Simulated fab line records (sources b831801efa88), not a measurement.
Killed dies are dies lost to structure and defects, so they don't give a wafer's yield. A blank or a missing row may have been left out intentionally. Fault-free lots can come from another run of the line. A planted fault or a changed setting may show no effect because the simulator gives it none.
The same fault as seen by 2 desks || flow sfq line || what lay behind the numbers comes last; until then each desk has only its own

## FROM THE METROLOGY DESK
Lot by lot, what the gauges showed, no matter which tool ran the lot: averages of those sampled wafers that carry a number. Any lot whose mean is over 4 standard deviations away from the usual mean is out of limits and marked OUT; that distance is given in the brackets.
Columns: A = L0_MONX_KI_RS at SFQ_L0_RS_MEAS_901, usual 43.6 ohm/sq; B = M0_NB_RS at SFQ_M0_RS_MEAS_904, usual 0.889 ohm/sq
{"lot": "L865", "first seen here": "day 1 12:37", "A": 42.7, "B": 0.893}
{"lot": "L867", "first seen here": "day 1 22:36", "A": 44.0, "B": 0.895}
{"lot": "L868", "first seen here": "day 2 03:34", "A": 43.7, "B": 0.887}
{"lot": "L872", "first seen here": "day 2 23:34", "A": 44.3, "B": 0.887}
{"lot": "L874", "first seen here": "day 3 09:34", "A": 42.9, "B": 0.890}
{"lot": "L875", "first seen here": "day 3 14:34", "A": 42.6, "B": 0.885}
{"lot": "L876", "first seen here": "day 3 19:34", "A": 42.7, "B": 0.899}
{"lot": "L877", "first seen here": "day 4 00:36", "A": 43.4, "B": 0.900}
{"lot": "L879", "first seen here": "day 4 10:34", "A": 44.2, "B": 0.871}
{"lot": "L880", "first seen here": "day 4 15:35", "A": 43.5, "B": 0.875}
{"lot": "L881", "first seen here": "day 4 20:37", "A": 44.1, "B": 0.870}
{"lot": "L882", "first seen here": "day 5 01:34", "A": 43.5, "B": 0.874}
{"lot": "L886", "first seen here": "day 5 21:36", "A": 43.9, "B": 0.877}
{"lot": "L887", "first seen here": "day 6 02:36", "A": 42.3, "B": 0.896}
{"lot": "L888", "first seen here": "day 6 07:35", "A": 43.2, "B": 0.889}
This desk's finding: nothing out of limits on any of the 15 lots.

## FOR THE TOOL OWNER'S DESK: pvd sputter-06
The tool's own readings at SFQ_TRILAYER_M0_DEP_SPUTTER_019 (material Nb, target thk 200 nm, time 133.3 s): means of the sampled wafers that have a number, for each lot that ran on this tool. Any lot whose mean is over 4 standard deviations away from the usual mean is out of limits and marked OUT; that distance is given in the brackets.
Columns: A = cathode dc power W at SFQ_TRILAYER_M0_DEP_SPUTTER_019, usual 2000.0 W; B = throttle valve pct at SFQ_TRILAYER_M0_DEP_SPUTTER_019, usual 30.1 %
{"lot": "L865", "first seen here": "day 7 23:08", "A": 1999.7, "B": 28.9}
{"lot": "L867", "first seen here": "day 8 19:11", "A": 1999.7, "B": 29.6}
{"lot": "L874", "first seen here": "day 10 21:07", "A": 2000.0, "B": 29.6}
{"lot": "L876", "first seen here": "day 11 12:53", "A": 1999.8, "B": 29.6}
{"lot": "L877", "first seen here": "day 11 16:28", "A": 2000.0, "B": 29.1}
{"lot": "L879", "first seen here": "day 12 10:32", "A": "2055.7 (+99 or more) OUT", "B": 29.4}
{"lot": "L880", "first seen here": "day 12 16:27", "A": "2027.7 (+75) OUT", "B": 29.9}
{"lot": "L881", "first seen here": "day 12 22:27", "A": "2055.9 (+99 or more) OUT", "B": 29.2}
This desk's finding: out of limits on L879, L880, L881; first on L879, day 12 10:32 (cathode dc power W at SFQ_TRILAYER_M0_DEP_SPUTTER_019). L865, L867, L874, L876, L877: within limits.

## ALL TOGETHER
The tool owner's desk had the chance to raise an alarm at day 12 10:32 on L879, L880, L881.
Nothing out of limits was seen by the metrology desk.
The metrology desk has L879, L880, L881 on record, within its limits.
On pvd sputter-06, each named lot ran SFQ_TRILAYER_M0_DEP_SPUTTER_019.

## WHAT THE SIMULATOR HAD INSERTED
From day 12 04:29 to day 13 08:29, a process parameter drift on pvd sputter-06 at SFQ_TRILAYER_M0_DEP_SPUTTER_019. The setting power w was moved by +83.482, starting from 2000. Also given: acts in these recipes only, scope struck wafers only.
Struck lots among those shown: L879, L880, L881.
Delay in hours, fault start to first out-of-limits reading, by desk: the tool owner's desk at 6.
